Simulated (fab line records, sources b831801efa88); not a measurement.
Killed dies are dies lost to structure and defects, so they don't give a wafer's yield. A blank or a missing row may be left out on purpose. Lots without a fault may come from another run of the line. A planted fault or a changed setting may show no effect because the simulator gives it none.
fab line records | flow sky130 | part 1 of 2: steps 1 to 28 of 41
record lots=5 wafers=15 last_day=50
route steps=708 shown VIA1@460 METAL2@483
lots that met no fault: from a run of the same line without faults
start_h: hours from the record's first day to the start of the lot's first wafer shown | wait_h: hours since the lot's step before | " the same as in the row above | L1.1+2: a row that stands for several wafers | - no value, or no start given | * or withheld: withheld | < > ~ a bound
route shown NAME@n: a module of which the file shows steps, and the number in the route of the first | usual: mean/standard deviation of fault-free wafers | same: alike in all rows | chamber/n: place in a boat | sites: the reading at each site | _std_site: their standard deviation | _edge_site: outer sites' mean less inner sites' | radius_mm: how far each site lies from the wafer's centre | mask NAME#n: copy n | behind: the tool/chamber that last shaped the wafer | hold: why the lot was held/for how many hours/how that ended | device: the transistor (n, p or np) that didn't switch | end of line: the same wafers' tests at the end of the route | a step without rows: its recipe alone | killed: dies lost to structure and defects at the first sort, not the wafer's yield | map: a wafer's dies, x killed, . not, _ none there
set.NAME: the setting as run; set.NAME@STEP: as run at that earlier step | model.NAME: the simulator's own value behind a step, which no gauge read
lots at some steps of the route; a table a step, a row a wafer
services: from which hour (start_h, from the record's first day; less than 0 if before it) a tool's chamber was out of use, for how many hours, and why
## steps
# step SKY_VIA1_CMP_02
# recipe material=SiO2 down_force_psi=4 platen_rpm=60 pad_velocity_m_s=0.94248
# usual motor_current_A=12.3/1.2 retaining_ring_pressure_frac=1.000/0.0052
# columns lot.wafer tool chamber start_h wait_h motor_current_A retaining_ring_pressure_frac
L074.2 cmp-01 0 768.55 0.1 13.7 0.991
L074.1 " 1 " " 14.1 1.014
L074.6 " 3 " " 10.7 1.003
L076.4 cmp-02 2 794.72 0.1 10.7 1.009
L076.1 " 3 " " 12.7 0.997
L076.6 " 1 " " 12.4 1.000
L085.1 cmp-01 1 863.21 0.2 14.3 0.993
L085.4 " 2 " " 11.9 0.999
L085.6 " 0 " " 13.5 0.997
L089.4 cmp-02 1 892.79 0.1 13.1 0.999
L089.6 " 0 " " 12.9 1.001
L089.5 " 1 " " 13.6 0.995
L093.2 cmp-02 1 917.92 0.0 12.8 1.000
L093.4 " 2 " " 10.1 1.005
L093.1 " 0 " " 12.5 1.003
# step SKY_VIA1_BOW_MEAS_03
# recipe mode=bow
# usual VIA1_BOW=81/7.1
# columns lot.wafer tool chamber start_h wait_h VIA1_BOW[um]
L074.1 film_metro-02 - 768.75 0.1 83
L074.2 " - " " 74
L074.6 " - " " 75
L076.1 film_metro-03 - 794.97 0.1 72
L076.4 " - " " 79
L076.6 " - " " 79
L085.1 film_metro-04 - 863.41 0.1 91
L085.4 " - " " 80
L085.6 " - " " 89
L089.4 film_metro-04 - 893.10 0.3 91
L089.5 " - " " 75
L089.6 " - " " 79
L093.1 film_metro-02 - 918.22 0.1 83
L093.2 " - " " 74
L093.4 " - " " 71
# step SKY_VIA1_DEHYDRATE_04
# recipe temp_c=200 time_s=60
# columns lot.wafer tool chamber start_h wait_h
L074.1+2+6 litho_track-04 0 781.54 12.8
L076.1+4+6 litho_track-02 0 807.49 12.5
L085.1+4+6 litho_track-01 0 875.99 12.6
L089.4+5+6 litho_track-02 0 905.61 12.5
L093.1+2+4 litho_track-02 0 930.54 12.3
# step SKY_VIA1_HMDS_05
# recipe prime_time_s=60 prime_temp_c=120
# usual prime_temp_c=119.98/0.14
# columns lot.wafer tool chamber start_h wait_h prime_temp_c
L074.1 litho_track-04 0 781.69 0.1 119.78
L074.2 " 0 " " 119.88
L074.6 " 0 " " 119.94
L076.1 litho_track-02 0 807.64 0.1 119.77
L076.4 " 0 " " 119.78
L076.6 " 0 " " 119.89
L085.1 litho_track-01 0 876.14 0.1 119.97
L085.4 " 0 " " 119.93
L085.6 " 0 " " 119.88
L089.4 litho_track-02 0 905.76 0.1 119.79
L089.5 " 0 " " 120.01
L089.6 " 0 " " 119.90
L093.1 litho_track-02 0 930.69 0.1 119.95
L093.2 " 0 " " 119.77
L093.4 " 0 " " 119.90
# step SKY_VIA1_COAT_06
# recipe resist=BARC temp_c=withheld time_s=withheld spin_rpm=3000 resist_thk_nm=60
# columns lot.wafer tool chamber start_h wait_h
L074.1+2+6 litho_track-04 0 781.84 0.1
L076.1+4+6 litho_track-02 0 807.79 0.1
L085.1+4+6 litho_track-01 0 876.29 0.1
L089.4+5+6 litho_track-02 0 905.91 0.1
L093.1+2+4 litho_track-02 0 930.84 0.1
# step SKY_VIA1_COAT_07
# recipe resist=KrF-thick spin_rpm=3000 resist_thk_nm=450
# columns lot.wafer tool chamber start_h wait_h
L074.1+2+6 litho_track-04 0 - -
L076.1+4+6 litho_track-02 0 - -
L085.1+4+6 litho_track-01 0 - -
L089.4+5+6 litho_track-02 0 - -
L093.1+2+4 litho_track-02 0 - -
# step SKY_VIA1_SOFTBAKE_08
# recipe temp_c=100 time_s=92.52 resist=KrF-thick
# usual plate_sensor_t_centre_C=100.88/0.01 plate_sensor_t_edge_C=100.95/0.0096
# columns lot.wafer tool chamber start_h wait_h plate_sensor_t_centre_C plate_sensor_t_edge_C
L074.1 litho_track-04 0 - - 100.88 100.96
L074.2 " 0 " " 100.88 100.96
L074.6 " 0 " " 100.87 100.94
L076.1 litho_track-02 0 - - 100.89 100.97
L076.4 " 0 " " 100.88 100.97
L076.6 " 0 " " 100.88 100.94
L085.1 litho_track-01 0 - - 100.90 100.95
L085.4 " 0 " " 100.88 100.95
L085.6 " 0 " " 100.90 100.96
L089.4 litho_track-02 0 - - 100.89 100.95
L089.5 " 0 " " 100.89 100.96
L089.6 " 0 " " 100.89 100.94
L093.1 litho_track-02 0 - - 100.89 100.96
L093.2 " 0 " " 100.88 100.95
L093.4 " 0 " " 100.87 100.93
# step SKY_VIA1_EXPOSE_09
# recipe mask_id=VIM na=0.8 source_shape=annular sigma_inner=0.55 sigma_outer=0.85 target_cd_nm=150 dose_mj=38
# columns lot.wafer tool chamber start_h wait_h mask
L074.1+2+6 krf_scanner-02 0 - - VIM#0
L076.1+4+6 krf_scanner-01 0 - - VIM#0
L085.1+4+6 krf_scanner-02 0 - - VIM#0
L089.4+5+6 krf_scanner-02 0 - - VIM#0
L093.1+2+4 krf_scanner-01 0 - - VIM#0
# step SKY_VIA1_PEB_10
# recipe peb_temp_c=withheld peb_time_s=withheld resist=KrF-thick
# columns lot.wafer tool chamber start_h wait_h
L074.1+2+6 litho_track-02 0 - -
L076.1+4+6 litho_track-01 0 - -
L085.1+4+6 litho_track-02 0 - -
L089.4+5+6 litho_track-01 0 - -
L093.1+2+4 litho_track-01 0 - -
# step SKY_VIA1_DEVELOP_11
# recipe develop_time_s=60 resist=KrF-thick dev_temp_c=21
# columns lot.wafer tool chamber start_h wait_h
L074.1+2+6 litho_track-02 0 - -
L076.1+4+6 litho_track-01 0 - -
L085.1+4+6 litho_track-02 0 - -
L089.4+5+6 litho_track-01 0 - -
L093.1+2+4 litho_track-01 0 - -
# step SKY_VIA1_CD_MEAS_12
# recipe target_cd_nm=150
# usual cd_nm=150.1/1.7
# columns lot.wafer tool chamber start_h wait_h cd_nm
L074.1 cd_sem-01 - 795.24 - 153.4
L074.2 " - " " 153.7
L074.6 " - " " 153.0
L076.1 cd_sem-02 - 821.08 - 151.8
L076.4 " - " " 150.6
L076.6 " - " " 149.7
L085.1 cd_sem-01 - 889.49 - 150.3
L085.4 " - " " 150.2
L085.6 " - " " 150.0
L089.4 cd_sem-02 - 918.50 - 149.9
L089.5 " - " " 153.0
L089.6 " - " " 151.4
L093.1 cd_sem-02 - 943.59 - 152.6
L093.2 " - " " 153.5
L093.4 " - " " 153.0
# step SKY_VIA1_OVL_MEAS_13
# usual VIA1_OVL=-1/5.4
# columns lot.wafer tool chamber start_h wait_h VIA1_OVL[nm]
L074.1 overlay-02 - 795.36 0.1 0
L074.2 " - " " 1
L074.6 " - " " -4
L076.1 overlay-01 - 821.20 0.1 -12
L076.4 " - " " -2
L076.6 " - " " -10
L085.1 overlay-01 - 889.61 0.1 -5
L085.4 " - " " -4
L085.6 " - " " -2
L089.4 overlay-02 - 918.57 0.1 -8
L089.5 " - " " -5
L089.6 " - " " -10
L093.1 overlay-01 - 943.71 0.1 -6
L093.2 " - " " -3
L093.4 " - " " 6
# step SKY_VIA1_ETCH_14
# recipe chemistry=N2/H2 target=BARC ion_energy_ev=200 source_w=500 bias_w=100 pressure_mtorr=30 n2_flow_sccm=100 h2_flow_sccm=200 stop_on=SiO2 time_s=45.9 target_depth_a=600
# usual drypump_motor_current_A=5.8/0.43 oes_product_au=0.855/0.0049 throttle_valve_pct=13.225/0.0091
# columns lot.wafer tool chamber start_h wait_h drypump_motor_current_A oes_product_au rf_hours_counter_h throttle_valve_pct
L074.1 rie_diel-01 2 795.39 0.0 5.5 0.853 16 13.222
L074.2 " 3 " " 4.9 0.858 6 13.215
L074.6 " 3 " " 4.9 0.854 - 13.214
L076.1 rie_diel-04 3 821.24 0.0 6.0 0.853 7 13.222
L076.4 " 1 " " 5.9 0.855 5 13.223
L076.6 " 0 " " 5.6 0.858 - 13.219
L085.1 rie_diel-01 3 889.64 0.0 5.0 0.855 8 13.232
L085.4 " 2 " " 5.5 0.856 18 13.241
L085.6 " 0 " " 5.9 0.848 - 13.235
L089.4 rie_diel-01 3 918.61 0.0 5.0 0.856 - 13.226
L089.5 " 1 " " 6.1 0.859 - 13.224
L089.6 " 3 " " 4.9 0.849 - 13.229
L093.1 rie_diel-03 3 943.74 0.0 6.4 0.862 6 13.215
L093.2 " 0 " " 5.5 0.853 17 13.221
L093.4 " 1 " " 5.9 0.869 20 13.207
# step SKY_VIA1_ETCH_15
# recipe target=SiO2 chemistry=C4F8/O2/Ar target_depth_nm=351 stop_on=TiN mask_material=KrF-thick source_w=1500 bias_w=1200 pressure_mtorr=40 c4f8_flow_sccm=withheld O2_flow_sccm=6 Ar_flow_sccm=300 time_s=54
# usual oes_product_au=0.982/0.0067
# columns lot.wafer tool chamber start_h wait_h oes_product_au rf_hours_counter_h
L074.1 rie_diel-01 2 795.44 0.0 0.986 16
L074.2 " 3 " " 0.995 6
L074.6 " 3 " " 0.987 -
L076.1 rie_diel-04 3 821.28 0.0 0.981 7
L076.4 " 1 " " 0.973 5
L076.6 " 0 " " 0.977 -
L085.1 rie_diel-01 3 889.69 0.0 0.984 8
L085.4 " 2 " " 0.981 18
L085.6 " 0 " " 0.971 -
L089.4 rie_diel-01 3 918.68 0.0 0.986 -
L089.5 " 1 " " 0.986 -
L089.6 " 3 " " 0.989 -
L093.1 rie_diel-03 3 943.78 0.0 0.984 6
L093.2 " 0 " " 0.987 17
L093.4 " 1 " " 0.974 20
# step SKY_VIA1_STRIP_16
# recipe chemistry=O2/N2 power_w=1400 pressure_mtorr=1500 platen_temp_c=withheld o2_flow_sccm=3000 n2_flow_sccm=300 overash_fraction=0.5
# usual drypump_motor_current_A=6.0/0.36 oes_product_au=0.415/0.0048 strip_time_to_endpoint_s=4.454/0.024
# columns lot.wafer tool chamber start_h wait_h drypump_motor_current_A oes_product_au rf_hours_counter_h strip_time_to_endpoint_s
L074.1 plasma_asher-01 1 795.48 0.0 6.0 0.400 33 4.432
L074.2 " 0 " " 5.8 0.416 33 4.426
L074.6 " 1 " " 6.0 0.406 - 4.431
L076.1 plasma_asher-01 0 821.33 0.0 5.8 0.421 36 4.431
L076.4 " 1 " " 6.0 0.411 - 4.435
L076.6 " 0 " " 5.8 0.419 - 4.477
L085.1 plasma_asher-01 0 889.73 0.0 5.8 0.412 43 4.499
L085.4 " 0 " " 5.8 0.425 - 4.496
L085.6 " 1 " " 6.0 0.417 - 4.486
L089.4 plasma_asher-01 1 918.76 0.1 6.0 0.414 - 4.439
L089.5 " 1 " " 6.0 0.414 - 4.425
L089.6 " 0 " " 5.8 0.408 - 4.432
L093.1 plasma_asher-04 1 943.83 0.0 5.8 0.420 113 4.438
L093.2 " 0 " " 6.4 0.421 113 4.479
L093.4 " 1 " " 5.8 0.408 - 4.460
# step SKY_VIA1_STRIP_17
# recipe chemistry=post_etch_residue_remover time_s=1200 temp_c=72.5
# columns lot.wafer tool chamber start_h wait_h
L074.1+2+6 wet_bench-04 3 795.58 0.1
L076.1+4+6 wet_bench-03 2 821.43 0.1
L085.1+4+6 wet_bench-02 3 889.83 0.1
L089.4+5+6 wet_bench-02 0 918.82 0.0
L093.1+2+4 wet_bench-03 3 943.93 0.1
# step SKY_VIA1_CLEAN_18
# recipe chemistry=IPA time_s=180 temp_c=25
# columns lot.wafer tool chamber start_h wait_h
L074.1+2+6 wet_bench-02 3 795.92 0.0
L076.1+4+6 wet_bench-02 0 821.77 0.0
L085.1+4+6 wet_bench-03 0 890.18 0.0
L089.4+5+6 wet_bench-04 0 919.20 0.0
L093.1+2+4 wet_bench-03 0 944.30 0.0
# step SKY_VIA1_CLEAN_19
# recipe chemistry=O3/DIW dry=n2_spin
# columns lot.wafer tool chamber start_h wait_h
L074.1+2+6 wet_bench-03 2 795.98 0.0
L076.1+4+6 wet_bench-03 1 821.83 0.0
L085.1+4+6 wet_bench-04 0 890.24 0.0
L089.4+5+6 wet_bench-03 2 919.26 0.0
L093.1+2+4 wet_bench-04 0 944.37 0.0
# step SKY_VIA1_SPUTTER_20
# recipe material=TiN target_thk_nm=20 chamber_pressure_pa=5 power_w=4000 time_s=80
# usual throttle_valve_pct=29.9/0.67
# columns lot.wafer tool chamber start_h wait_h throttle_valve_pct
L074.1 pvd_sputter-04 - 796.07 0.0 28.9
L074.2 " - " " 30.3
L074.6 " - " " 29.7
L076.1 pvd_sputter-01 - 821.92 0.0 29.9
L076.4 " - " " 29.7
L076.6 " - " " 30.0
L085.1 pvd_sputter-03 - 890.33 0.0 29.3
L085.4 " - " " 30.2
L085.6 " - " " 30.2
L089.4 pvd_sputter-01 - 919.35 0.0 31.9
L089.5 " - " " 32.0
L089.6 " - " " 30.0
L093.1 pvd_sputter-03 - 944.47 0.0 30.3
L093.2 " - " " 29.6
L093.4 " - " " 29.5
# step SKY_VIA1_CVD_21
# recipe material=W target_thk_nm=270 time_s=80.902 temp_c=400 pressure_torr=40
# usual heater_power_w=953/100
# columns lot.wafer tool chamber start_h wait_h heater_power_w
L074.1 cvd_w-01 0 796.14 0.0 998
L074.2 " 1 " " 837
L074.6 " 1 " " 821
L076.1 cvd_w-01 0 821.98 0.0 995
L076.4 " 1 " " 830
L076.6 " 0 " " 1010
L085.1 cvd_w-02 1 890.39 0.0 1085
L085.4 " 1 " " 1055
L085.6 " 0 " " 868
L089.4 cvd_w-01 1 919.44 0.1 801
L089.5 " 0 " " 932
L089.6 " 1 " " 785
L093.1 cvd_w-02 1 944.53 0.0 1117
L093.2 " 0 " " 905
L093.4 " 0 " " 888
# step SKY_VIA1_RS_MEAS_22
# recipe thk_meas_gauge=four-point-probe reads=W_of_VIA1_CVD_21+TiN_of_VIA1_SPUTTER_20
# usual VIA1_W_RS=0.427/0.0041
# columns lot.wafer tool chamber start_h wait_h VIA1_W_RS[ohm/sq]
L074.1 film_metro-02 - 796.23 0.1 0.430
L074.2 " - " " 0.434
L074.6 " - " " 0.432
L076.1 film_metro-03 - 822.07 0.1 0.427
L076.4 " - " " 0.429
L076.6 " - " " 0.426
L085.1 film_metro-04 - 890.48 0.1 0.428
L085.4 " - " " 0.430
L085.6 " - " " 0.430
L089.4 film_metro-03 - 919.57 0.1 0.420
L089.5 " - " " 0.424
L089.6 " - " " 0.420
L093.1 film_metro-02 - 944.62 0.1 0.426
L093.2 " - " " 0.425
L093.4 " - " " 0.431
# step SKY_VIA1_THK_MEAS_23
# recipe thk_meas_gauge=xrf reads=W_of_VIA1_CVD_21
# usual VIA1_W_THK=266/3.6
# columns lot.wafer tool chamber start_h wait_h VIA1_W_THK[nm]
L074.1 film_metro-02 - 796.35 0.1 263
L074.2 " - " " 260
L074.6 " - " " 262
L076.1 film_metro-03 - 822.19 0.1 266
L076.4 " - " " 264
L076.6 " - " " 266
L085.1 film_metro-04 - 890.60 0.1 265
L085.4 " - " " 265
L085.6 " - " " 264
L089.4 film_metro-03 - 919.66 0.1 272
L089.5 " - " " 268
L089.6 " - " " 273
L093.1 film_metro-02 - 944.74 0.1 266
L093.2 " - " " 265
L093.4 " - " " 263
# step SKY_VIA1_CMP_24
# recipe stop_on=SiO2 t_overpolish_s=15 down_force_psi=3.5 platen_rpm=60 target_thk_nm=0 pad_velocity_m_s=0.94248
# usual motor_current_A=11.3/1.1 overpolish_run_s=15.001/0.0082 retaining_ring_pressure_frac=1.000/0.0052 time_to_endpoint_s=67/3.5
# columns lot.wafer tool chamber start_h wait_h motor_current_A overpolish_run_s retaining_ring_pressure_frac time_to_endpoint_s
L074.2 cmp-02 0 796.46 0.1 11.7 15.000 1.006 70
L074.1 " 2 " " 9.6 14.994 1.002 64
L074.6 " 0 " " 11.1 15.011 1.006 70
L076.4 cmp-02 3 822.30 0.1 11.2 14.999 0.996 67
L076.1 " 0 " " 12.5 15.005 1.002 72
L076.6 " 3 " " 11.1 15.003 1.003 69
L085.4 cmp-01 0 890.66 0.0 12.2 15.003 1.006 70
L085.1 " 1 " " 13.8 14.999 0.998 68
L085.6 " 0 " " 12.0 14.998 1.002 66
L089.4 cmp-01 3 919.74 0.1 9.3 14.997 1.004 68
L089.6 " 2 " " 11.1 15.002 1.006 68
L089.5 " 3 " " 10.1 15.014 1.007 70
L093.4 cmp-01 3 945.19 0.4 9.7 15.002 1.003 71
L093.1 " 0 " " 12.2 15.013 0.996 70
L093.2 " 2 " " 11.4 15.006 0.998 69
# step SKY_METAL2_SPUTTER_00
# recipe material=Ti target_thk_nm=15 power_w=3000 time_s=10 chamber_pressure_pa=0.4
# usual throttle_valve_pct=29.4/0.88
# columns lot.wafer tool chamber start_h wait_h throttle_valve_pct
L074.1 pvd_sputter-03 - 796.71 0.1 29.3
L074.2 " - " " 30.4
L074.6 " - " " 30.2
L076.1 pvd_sputter-02 - 822.55 0.1 29.0
L076.4 " - " " 30.1
L076.6 " - " " 29.9
L085.1 pvd_sputter-04 - 890.96 0.2 30.5
L085.4 " - " " 30.2
L085.6 " - " " 29.1
L089.4 pvd_sputter-04 - 919.99 0.2 30.2
L089.5 " - " " 30.4
L089.6 " - " " 28.8
L093.1 pvd_sputter-02 - 945.49 0.2 29.5
L093.2 " - " " 30.0
L093.4 " - " " 26.9
# step SKY_METAL2_SPUTTER_01
# recipe material=TiN target_thk_nm=20 power_w=6500 time_s=16.7 chamber_pressure_pa=0.4
# usual throttle_valve_pct=29.4/0.88
# columns lot.wafer tool chamber start_h wait_h throttle_valve_pct
L074.1 pvd_sputter-03 - 796.73 0.0 29.2
L074.2 " - " " 30.1
L074.6 " - " " 30.3
L076.1 pvd_sputter-02 - 822.58 0.0 29.2
L076.4 " - " " 29.7
L076.6 " - " " 30.1
L085.1 pvd_sputter-04 - 890.99 0.0 30.7
L085.4 " - " " 29.9
L085.6 " - " " 28.7
L089.4 pvd_sputter-04 - 920.01 0.0 30.0
L089.5 " - " " 30.4
L089.6 " - " " 28.7
L093.1 pvd_sputter-02 - 945.51 0.0 29.0
L093.2 " - " " 30.1
L093.4 " - " " 27.4
# step SKY_METAL2_SPUTTER_02
# recipe material=AlCu target_thk_nm=250 power_w=10600 time_s=13.3 chamber_pressure_pa=0.4
# usual throttle_valve_pct=29.4/0.87
# columns lot.wafer tool chamber start_h wait_h throttle_valve_pct
L074.1 pvd_sputter-03 - 796.76 0.0 29.1
L074.2 " - " " 30.3
L074.6 " - " " 30.1
L076.1 pvd_sputter-02 - 822.60 0.0 29.1
L076.4 " - " " 30.0
L076.6 " - " " 29.6
L085.1 pvd_sputter-04 - 891.01 0.0 30.5
L085.4 " - " " 30.0
L085.6 " - " " 28.9
L089.4 pvd_sputter-04 - 920.03 0.0 30.2
L089.5 " - " " 30.4
L089.6 " - " " 28.8
L093.1 pvd_sputter-02 - 945.53 0.0 29.5
L093.2 " - " " 30.3
L093.4 " - " " 27.1
# step SKY_METAL2_SPUTTER_03
# recipe material=Ti target_thk_nm=5 power_w=3000 time_s=3.3 chamber_pressure_pa=0.4
# usual throttle_valve_pct=29.4/0.88
# columns lot.wafer tool chamber start_h wait_h throttle_valve_pct
L074.1 pvd_sputter-03 - 796.78 0.0 28.8
L074.2 " - " " 30.2
L074.6 " - " " 30.1
L076.1 pvd_sputter-02 - 822.63 0.0 29.2
L076.4 " - " " 29.8
L076.6 " - " " 29.7
L085.1 pvd_sputter-04 - 891.04 0.0 30.6
L085.4 " - " " 30.1
L085.6 " - " " 29.0
L089.4 pvd_sputter-04 - 920.06 0.0 29.9
L089.5 " - " " 30.6
L089.6 " - " " 28.8
L093.1 pvd_sputter-02 - 945.56 0.0 29.4
L093.2 " - " " 30.0
L093.4 " - " " 27.1
# step SKY_METAL2_SPUTTER_04
# recipe material=TiN target_thk_nm=70 power_w=6500 time_s=58.3 chamber_pressure_pa=0.4
# usual throttle_valve_pct=29.4/0.87
# columns lot.wafer tool chamber start_h wait_h throttle_valve_pct
L074.1 pvd_sputter-03 - 796.80 0.0 29.1
L074.2 " - " " 30.1
L074.6 " - " " 30.4
L076.1 pvd_sputter-02 - 822.65 0.0 29.1
L076.4 " - " " 29.8
L076.6 " - " " 30.1
L085.1 pvd_sputter-04 - 891.05 0.0 30.5
L085.4 " - " " 30.1
L085.6 " - " " 29.2
L089.4 pvd_sputter-04 - 920.08 0.0 30.2
L089.5 " - " " 30.2
L089.6 " - " " 28.8
L093.1 pvd_sputter-02 - 945.58 0.0 29.2
L093.2 " - " " 29.8
L093.4 " - " " 27.2
